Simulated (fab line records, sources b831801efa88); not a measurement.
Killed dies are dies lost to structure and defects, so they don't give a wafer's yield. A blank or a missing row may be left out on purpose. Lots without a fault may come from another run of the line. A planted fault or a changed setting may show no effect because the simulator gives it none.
A struck lot beside a sound one | flow sky130 | 16 steps out of a route of 708
Sound: wafers L135.2, L135.4, L135.6. Struck: wafer L140.1. (L140.6 of the same lot was not struck and is left out.) The cause comes at the end.
At each step with rows: each side's tool, then ch and its chambers, then its first start. Under that, the readings that differ: sound wafers | struck wafers | difference of the means | sigmas: that difference in standard deviations of wafers without a fault.
alike: readings whose means differ by less than 2 such deviations, and words and numbers that are the same on both sides. not compared: withheld readings, readings that some wafer has no value for, bounds like >300 that may hide the same value, and numbers for which the record gives no deviation and whose values overlap.
The two part at a step that has a row with sigmas, a row that says differs or no value, or rows on one side only. Numbers that don't overlap but have no deviation are shown without sigmas and don't part them. A reading that every wafer of one side lacks parts them only if that side has two wafers or more.

first, 3 steps without rows for these wafers: SKY_METAL2_EXPOSE_12 (exposes mask MM2, target cd 140 nm); SKY_METAL2_PEB_13; SKY_METAL2_DEVELOP_14 (develop time 60 s).
SKY_METAL2_CD_MEAS_15: target cd 140 nm.
  sound on cd_sem-02, day 38 16:48; struck on cd_sem-02, day 40 00:13
  alike: cd_nm
SKY_METAL2_OVL_MEAS_16:
  sound on overlay-02, day 38 16:54; struck on overlay-02, day 40 00:20
  alike: METAL2_OVL
SKY_METAL2_DESCUM_17: chemistry O2, time 8 s.
  sound on rie_metal-01 ch 0,1, day 38 16:56; struck on rie_metal-02 ch 1, day 40 00:22
  alike: drypump_motor_current_A, oes_product_au
  not compared: rf_hours_counter_h
SKY_METAL2_ETCH_18: etches BARC in N2/H2, stops on SiO2, time 45.9 s, target depth 60 nm.
  sound on rie_metal-01 ch 0,1, day 38 16:58; struck on rie_metal-02 ch 1, day 40 00:26
  alike: drypump_motor_current_A, oes_product_au, throttle_valve_pct
  not compared: rf_hours_counter_h
SKY_METAL2_METAL_ETCH_19: etches the open film in Cl2/BCl3, stops on SiO2, target depth 360 nm, time 78 s.
  sound on rie_metal-01 ch 0,1, day 38 17:02; struck on rie_metal-02 ch 1, day 40 00:34
  alike: drypump_motor_current_A, oes_product_au, throttle_valve_pct
  not compared: rf_hours_counter_h
SKY_METAL2_STRIP_20: strips in O2/N2.
  sound on plasma_asher-01 ch 0,1, day 38 17:07; struck on plasma_asher-01 ch 0, day 40 00:44
  alike: drypump_motor_current_A, oes_product_au, strip_time_to_endpoint_s
  not compared: rf_hours_counter_h
then, 3 steps without rows for these wafers: SKY_METAL2_STRIP_21 (strips in post etch residue remover, time 1200 s); SKY_METAL2_CLEAN_22 (cleans in IPA, time 180 s); SKY_METAL2_CLEAN_23 (cleans in O3/DIW).
SKY_VIA2_HDPCVD_00: deposits SiO2, target thk 1180 nm, time 196.7 s.
  sound on hdpcvd-02 ch 1,2, day 38 17:45; struck on hdpcvd-02 ch 2, day 40 01:22
  reading                                  | sound                | struck | difference | sigmas
  susceptor_temp_C (C)                     | 400.12 399.91 400.24 | 399.71 | -0.38      | -2
  model.SiO2_of_VIA2_HDPCVD_00.thk_nm (nm) | 1184 1192 1194       | 1550   | +360       |
SKY_VIA2_THK_MEAS_01:
  sound on film_metro-03, day 38 17:53; struck on film_metro-01, day 40 01:29
  reading              | sound          | struck | difference | sigmas
  VIA2_HDPCVD_THK (nm) | 1184 1192 1195 | 1550   | +360       | +24
SKY_VIA2_CMP_02: polishes SiO2.
  sound on cmp-02 ch 0,1,3, day 38 18:10; struck on cmp-01 ch 3, day 40 01:39
  alike: motor_current_A
then, 1 step without rows for these wafers: SKY_PAD_OPEN_PROBE_99.

WHERE THEY PART
First at SKY_VIA2_HDPCVD_00; last, within this record, at SKY_VIA2_THK_MEAS_01. Later steps at which nothing parts them and some readings are alike: SKY_VIA2_CMP_02.

WHY: what the simulator had put in
Process parameter drift: hdpcvd-02, from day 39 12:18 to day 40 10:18, at SKY_VIA2_HDPCVD_00. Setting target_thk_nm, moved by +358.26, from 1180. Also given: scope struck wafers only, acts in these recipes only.
